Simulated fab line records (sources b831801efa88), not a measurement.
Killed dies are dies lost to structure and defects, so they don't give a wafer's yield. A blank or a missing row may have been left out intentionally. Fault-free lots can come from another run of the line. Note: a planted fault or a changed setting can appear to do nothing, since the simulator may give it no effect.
8D (eight disciplines) problem report, filled in by code    flow sky130    the parts of the form that need people (team, actions taken, sign-off) are left out

1. PROBLEM STATEMENT
Wafers without a fault read 3000.5 rpm, standard deviation 2; spin speed rpm at SKY_METAL4_COAT_07 reads a mean of 2606.6 rpm on 6 wafers belonging to 2 lots. So: -99 or more standard deviations from the usual mean.
The step: resist thk 60 nm.
The first sign was on wafer L746.1 at day 45 11:11, on litho track-03. The record has a number at this step for 33 wafers belonging to 11 lots. By rule, "out" or "out of limits" means more than 4 standard deviations away from the usual mean. Any other wafer with a number is counted as sound.

2. WHAT THIS IS AND IS NOT
question                     is                      is not
which readings at this step  spin speed rpm          -
which lots                   L746, L750              L731, L736, L737, L738, L741, L744, L745, L747, L752
which wafers of those lots   all that have a number  -
read on which tools          litho track-03          litho track-01, litho track-02
when                         from day 45 11:11       up to then (21 sound wafers); but 6 sound wafers of L747, L752 came after

3. WHAT RULES OUT EACH SUSPECT
Counting: any tool at a process step up to the reading is kept as a suspect provided that every lot that is out went through it and no sound lot did after the first of them.
- litho track-03 at SKY_METAL4_COAT_07 (resist thk 60 nm): kept. All lots that are out passed through it, beginning with L746 at day 45 11:11, and no sound lot followed; its final sound lot before that point was L738 at day 44 03:59. Its own spin speed rpm readings are out on those wafers.
Left after counting: litho track-03 at SKY_METAL4_COAT_07.

4. THE CAUSE (what the simulator had put in)
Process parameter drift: litho track-03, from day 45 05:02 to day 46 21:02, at SKY_METAL4_COAT_07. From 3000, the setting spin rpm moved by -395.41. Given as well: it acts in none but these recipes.
Counting left only this tool.

5. THE EFFECT CHAIN, in route order
Each row: a reading whose mean over the struck wafers that have a number lies more than 3 standard deviations from the usual. Only readings whose record carries a usual standard deviation are examined. hours: median over the lots of the time between each lot's start at the first step of this table that gives one and its start at this step. sigmas: the change, counted in usual standard deviations.
hours  step                reading         usual       on struck wafers  change  sigmas
0      SKY_METAL4_COAT_07  spin speed rpm  3000.5 rpm  2606.6            -393.9  -99 or more
11     SKY_METAL4_ETCH_16  oes product au  0.626 a.u.  0.647             +0.021  +4.5
Here are the process steps it includes:
- SKY_METAL4_COAT_07: resist thk 60 nm.
- SKY_METAL4_ETCH_16: etches BARC in N2/H2, stops on SiO2, time 88.2 s, target depth 60 nm.

6. HOW IT WOULD HAVE BEEN CAUGHT EARLIER
In this record the first reading out of limits was taken at day 45 11:11, 6 hours after the fault began at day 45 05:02.
